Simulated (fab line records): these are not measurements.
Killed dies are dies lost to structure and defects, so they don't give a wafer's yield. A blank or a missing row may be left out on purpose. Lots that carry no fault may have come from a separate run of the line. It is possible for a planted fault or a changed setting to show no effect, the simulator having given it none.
The tool behind it: which one? ; flow gf180mcu ; 24 lots, 72 wafers sampled, at 6 steps of a route of 602

## WHAT THE GAUGES READ, wafer by wafer
GF_M1_OVL_MEAS_15. Usual: M1_OVL typically reads 1 nm, with standard deviation 5.4.
lot;measured;on;M1_OVL (nm);flag
L074;day 17 01:56;overlay-02;7 2 6;
L075;day 17 07:06;overlay-01;3 2 9;
L076;day 17 21:30;overlay-02;2 6 11;
L077;day 18 03:33;overlay-01;-8 -1 1;
L078;day 18 09:35;overlay-01;11 4 4;
L079;day 19 01:04;overlay-02;-2 -11 -5;
L080;day 19 04:43;overlay-01;4 -7 -5;
L081;day 19 16:27;overlay-02;-3 1 -1;
L082;day 20 02:46;overlay-01;1 2 7;
L083;day 20 16:44;overlay-02;9 4 11;
L084;day 21 00:07;overlay-02;4 5 1;
L085;day 21 11:58;overlay-02;-3 -7 -2;
L086;day 21 17:27;overlay-01;4 5 -8;
L087;day 21 22:50;overlay-02;6 6 6;
L088;day 22 11:42;overlay-01;-4 -2 -5;
L089;day 22 14:10;overlay-02;-5 0 -4;
L090;day 23 00:09;overlay-01;3 -6 -1;
L091;day 23 13:12;overlay-02;-2 0 -3;
L092;day 23 18:09;overlay-01;3 7 4;
L093;day 23 21:29;overlay-01;0 -8 -1;
L094;day 24 10:00;overlay-02;3 12 2;
L095;day 24 14:03;overlay-02;0 -2 4;
L096;day 24 20:13;overlay-01;5 4 3;
L097;day 25 08:02;overlay-01;1 7 -7;

GF_M2_OVL_MEAS_15. Usual: M2_OVL typically reads -2 nm, with standard deviation 4.9.
lot;measured;on;M2_OVL (nm);flag
L074;day 19 04:22;overlay-02;3 -1 2;
L075;day 19 09:38;overlay-01;-3 -8 5;
L076;day 20 01:11;overlay-02;-3 0 -16;
L077;day 20 07:36;overlay-01;-14 -9 -8;
L078;day 20 13:50;overlay-01;2 -7 1;
L079;day 21 04:33;overlay-01;3 -6 2;
L080;day 21 11:44;overlay-01;-6 1 -5;
L081;day 21 18:17;overlay-01;-3 2 2;
L082;day 22 05:33;overlay-01;-5 2 -1;
L083;day 22 19:47;overlay-01;0 4 -3;
L084;day 22 23:46;overlay-01;-1 0 2;
L085;day 23 13:36;overlay-02;-5 -2 0;
L086;day 23 19:41;overlay-01;-2 2 -5;
L087;day 23 23:11;overlay-02;-2 -3 -3;
L088;day 24 11:53;overlay-01;-10 -12 -1;
L089;day 24 15:12;overlay-02;-7 -5 -5;
L090;day 24 23:19;overlay-01;0 -5 0;
L091;day 25 12:04;overlay-01;-4 -9 -7;
L092;day 25 16:44;overlay-02;1 5 -3;
L093;day 25 20:23;overlay-02;-9 -6 -7;
L094;day 26 07:48;overlay-01;5 -2 3;
L095;day 26 12:47;overlay-01;-6 -2 -4;
L096;day 26 18:03;overlay-02;-10 -8 -14;
L097;day 27 03:17;overlay-01;3 -2 -10;

GF_V2_BOW_MEAS_05. Usual: V2_BOW typically reads 99 um, with standard deviation 9.
lot;measured;on;V2_BOW (um);flag
L074;day 19 05:40;film_metro-02;96 92 101;
L075;day 19 11:03;film_metro-04;114 100 103;
L076;day 20 02:51;film_metro-03;92 105 109;
L077;day 20 08:57;film_metro-02;100 90 109;
L078;day 20 15:08;film_metro-04;102 97 97;
L079;day 21 05:52;film_metro-04;92 97 85;
L080;day 21 13:10;film_metro-02;106 86 92;
L081;day 21 19:34;film_metro-02;109 102 104;
L082;day 22 06:49;film_metro-03;69 87 84;
L083;day 22 21:02;film_metro-04;95 109 99;
L084;day 23 01:25;film_metro-02;98 104 112;
L085;day 23 14:59;film_metro-04;93 90 91;
L086;day 23 21:05;film_metro-03;104 110 105;
L087;day 24 00:27;film_metro-02;106 111 96;
L088;day 24 13:12;film_metro-04;113 97 104;
L089;day 24 16:32;film_metro-02;105 90 103;
L090;day 25 00:36;film_metro-03;86 105 93;
L091;day 25 14:07;film_metro-03;104 90 94;
L092;day 25 18:12;film_metro-04;82 92 92;
L093;day 25 22:07;film_metro-04;107 101 110;
L094;day 26 09:05;film_metro-04;93 92 107;
L095;day 26 14:03;film_metro-02;90 96 105;
L096;day 26 19:28;film_metro-02;102 95 99;
L097;day 27 04:55;film_metro-04;104 111 99;

GF_V2_THK_MEAS_25: measures by xrf. Usual: V2_W_THK typically reads 347 nm, with standard deviation 4.1.
lot;measured;on;V2_W_THK (nm);flag
L074;day 20 07:05;film_metro-04;353 351 349;
L075;day 20 14:06;film_metro-04;343 344 346;
L076;day 21 04:17;film_metro-02;343 346 352;
L077;day 21 12:54;film_metro-04;349 343 341;
L078;day 21 16:35;film_metro-03;342 347 344;
L079;day 22 06:49;film_metro-04;344 344 345;
L080;day 22 13:01;film_metro-04;348 349 352;
L081;day 22 20:55;film_metro-02;348 352 350;
L082;day 23 06:58;film_metro-02;348 342 347;
L083;day 23 21:07;film_metro-02;346 346 346;
L084;day 24 01:27;film_metro-02;352 345 346;
L085;day 24 14:27;film_metro-04;346 342 346;
L086;day 24 20:02;film_metro-02;341 347 340;
L087;day 24 23:25;film_metro-02;346 345 343;
L088;day 25 11:59;film_metro-04;344 346 349;
L089;day 25 15:18;film_metro-02;346 342 345;
L090;day 25 22:46;film_metro-04;354 356 351;
L091;day 26 11:57;film_metro-03;345 346 345;
L092;day 26 16:02;film_metro-02;353 347 352;
L093;day 26 19:52;film_metro-02;351 351 348;
L094;day 27 06:03;film_metro-04;354 345 357;
L095;day 27 10:47;film_metro-04;343 342 353;
L096;day 27 16:31;film_metro-02;347 343 356;
L097;day 28 01:40;film_metro-02;348 346 347;

## TOOL THAT RAN EACH LOT (tool first, then ch and the chambers of the sampled wafers, then the start)
lot;GF_CONTACT_SPUTTER_23;GF_M1_SPUTTER_01
L074;pvd_sputter-01, day 16 03:04;pvd_sputter-04, day 16 03:47
L075;pvd_sputter-02, day 16 07:37;pvd_sputter-02, day 16 08:20
L076;pvd_sputter-02, day 16 21:29;pvd_sputter-04, day 16 22:12
L077;pvd_sputter-01, day 17 03:19;pvd_sputter-02, day 17 04:02
L078;pvd_sputter-03, day 17 09:27;pvd_sputter-04, day 17 10:10
L079;pvd_sputter-03, day 18 00:34;pvd_sputter-02, day 18 01:17
L080;pvd_sputter-02, day 18 03:49;pvd_sputter-01, day 18 04:32
L081;pvd_sputter-02, day 18 15:31;pvd_sputter-04, day 18 16:14
L082;pvd_sputter-03, day 19 00:55;pvd_sputter-02, day 19 01:38
L083;pvd_sputter-01, day 19 15:52;pvd_sputter-02, day 19 16:35
L084;pvd_sputter-03, day 19 23:30;pvd_sputter-02, day 20 00:14
L085;pvd_sputter-02, day 20 08:22;pvd_sputter-04, day 20 09:05
L086;pvd_sputter-03, day 20 16:47;pvd_sputter-01, day 20 17:30
L087;pvd_sputter-01, day 21 00:13;pvd_sputter-02, day 21 00:56
L088;pvd_sputter-03, day 21 11:49;pvd_sputter-02, day 21 12:32
L089;pvd_sputter-02, day 21 13:22;pvd_sputter-01, day 21 14:08
L090;pvd_sputter-02, day 22 01:06;pvd_sputter-04, day 22 01:49
L091;pvd_sputter-03, day 22 13:03;pvd_sputter-04, day 22 14:05
L092;pvd_sputter-03, day 22 18:28;pvd_sputter-02, day 22 19:11
L093;pvd_sputter-01, day 22 22:22;pvd_sputter-04, day 22 23:05
L094;pvd_sputter-03, day 23 10:59;pvd_sputter-02, day 23 11:43
L095;pvd_sputter-02, day 23 15:04;pvd_sputter-04, day 23 15:48
L096;pvd_sputter-02, day 23 21:25;pvd_sputter-01, day 23 22:08
L097;pvd_sputter-03, day 24 09:41;pvd_sputter-02, day 24 10:24
- GF_CONTACT_SPUTTER_23: material TiN, target thk 10 nm, time 40 s.
- GF_M1_SPUTTER_01: material TiN, target thk 30 nm, time 25 s.

## WHAT THE TOOLS THEMSELVES READ (means of the sampled wafers that have a number; where no wafer has one, the mark that the record gives instead)
GF_CONTACT_SPUTTER_23. Usual: cathode_dc_power_W 4000.0 W, standard deviation 0.69; chamber_pressure_pa 5.001 Pa, standard deviation 0.011; throttle_valve_pct 30.7 %, standard deviation 1.2.
lot;tool;cathode_dc_power_W (W);chamber_pressure_pa (Pa);throttle_valve_pct (%);flag
L074;pvd_sputter-01;3999.9;4.989;31.1;
L075;pvd_sputter-02;3999.8;5.007;31.6;
L076;pvd_sputter-02;3999.5;5.007;30.2;
L077;pvd_sputter-01;3999.5;5.003;30.1;
L078;pvd_sputter-03;3999.7;5.001;31.1;
L079;pvd_sputter-03;4000.0;5.002;31.5;
L080;pvd_sputter-02;4000.1;5.007;30.6;
L081;pvd_sputter-02;3999.7;5.002;30.7;
L082;pvd_sputter-03;3999.9;4.997;30.5;
L083;pvd_sputter-01;4000.0;4.989;30.0;
L084;pvd_sputter-03;4000.7;4.993;31.1;
L085;pvd_sputter-02;4000.1;5.008;30.9;
L086;pvd_sputter-03;3999.4;5.001;30.4;
L087;pvd_sputter-01;3999.9;5.003;29.9;
L088;pvd_sputter-03;3999.7;4.981;31.5;
L089;pvd_sputter-02;4000.2;4.996;30.7;
L090;pvd_sputter-02;4000.1;4.994;29.9;
L091;pvd_sputter-03;4000.2;4.991;32.0;
L092;pvd_sputter-03;3999.8;5.000;31.0;
L093;pvd_sputter-01;4000.2;4.994;29.7;
L094;pvd_sputter-03;3999.8;4.999;31.4;
L095;pvd_sputter-02;4000.7;5.001;29.7;
L096;pvd_sputter-02;4000.1;5.003;30.7;
L097;pvd_sputter-03;4000.1;5.005;31.3;

GF_M1_SPUTTER_01. Usual: cathode_dc_power_W 6499.9 W, standard deviation 1.1; chamber_pressure_pa 0.3999 Pa, standard deviation 0.00094; throttle_valve_pct 30.2 %, standard deviation 1.
lot;tool;cathode_dc_power_W (W);chamber_pressure_pa (Pa);throttle_valve_pct (%);flag
L074;pvd_sputter-04;6500.0;0.4005;30.0;
L075;pvd_sputter-02;6499.4;0.4008;31.5;
L076;pvd_sputter-04;6500.2;0.4004;29.6;
L077;pvd_sputter-02;6501.2;0.4000;31.0;
L078;pvd_sputter-04;6500.2;0.4001;30.3;
L079;pvd_sputter-02;6499.9;0.4002;29.9;
L080;pvd_sputter-01;6499.7;0.3996;30.5;
L081;pvd_sputter-04;6499.6;0.4005;29.9;
L082;pvd_sputter-02;6500.8;0.3989;29.9;
L083;pvd_sputter-02;6500.2;0.3995;29.9;
L084;pvd_sputter-02;6499.4;0.3999;30.8;
L085;pvd_sputter-04;6498.5;0.3995;29.6;
L086;pvd_sputter-01;6501.7;0.4004;30.3;
L087;pvd_sputter-02;6499.7;0.4007;30.0;
L088;pvd_sputter-02;6500.1;0.4007;29.3;
L089;pvd_sputter-01;6500.3;0.3991;29.6;
L090;pvd_sputter-04;6500.7;0.4001;30.1;
L091;pvd_sputter-04;6499.2;0.3997;29.7;
L092;pvd_sputter-02;6500.2;0.3995;30.7;
L093;pvd_sputter-04;6500.3;0.4001;30.0;
L094;pvd_sputter-02;6499.5;0.4006;30.1;
L095;pvd_sputter-04;6500.4;0.3995;29.7;
L096;pvd_sputter-01;6499.3;0.4004;30.3;
L097;pvd_sputter-02;6499.1;0.3998;30.0;

## THE ANSWER, worked out from the rows above alone
Rule: take the mean of a lot's wafers that have a number; if it is more than 3 standard deviations from the usual mean, the lot is off. A lot without any number at a reading at which 4 lots or more have one is off too. Where the step has rows for the other lots, those lots are counted as sound. The gauges are gone through in route order, then the tools' own readings, and for those a lot's mean is taken as printed above. The first step at which some lot is off is used, and at that step the reading that is off furthest; a lot without a number counts as furthest.
None of the lots is off at any reading shown; this tells nothing.

## WHAT THE SIMULATOR PUT IN
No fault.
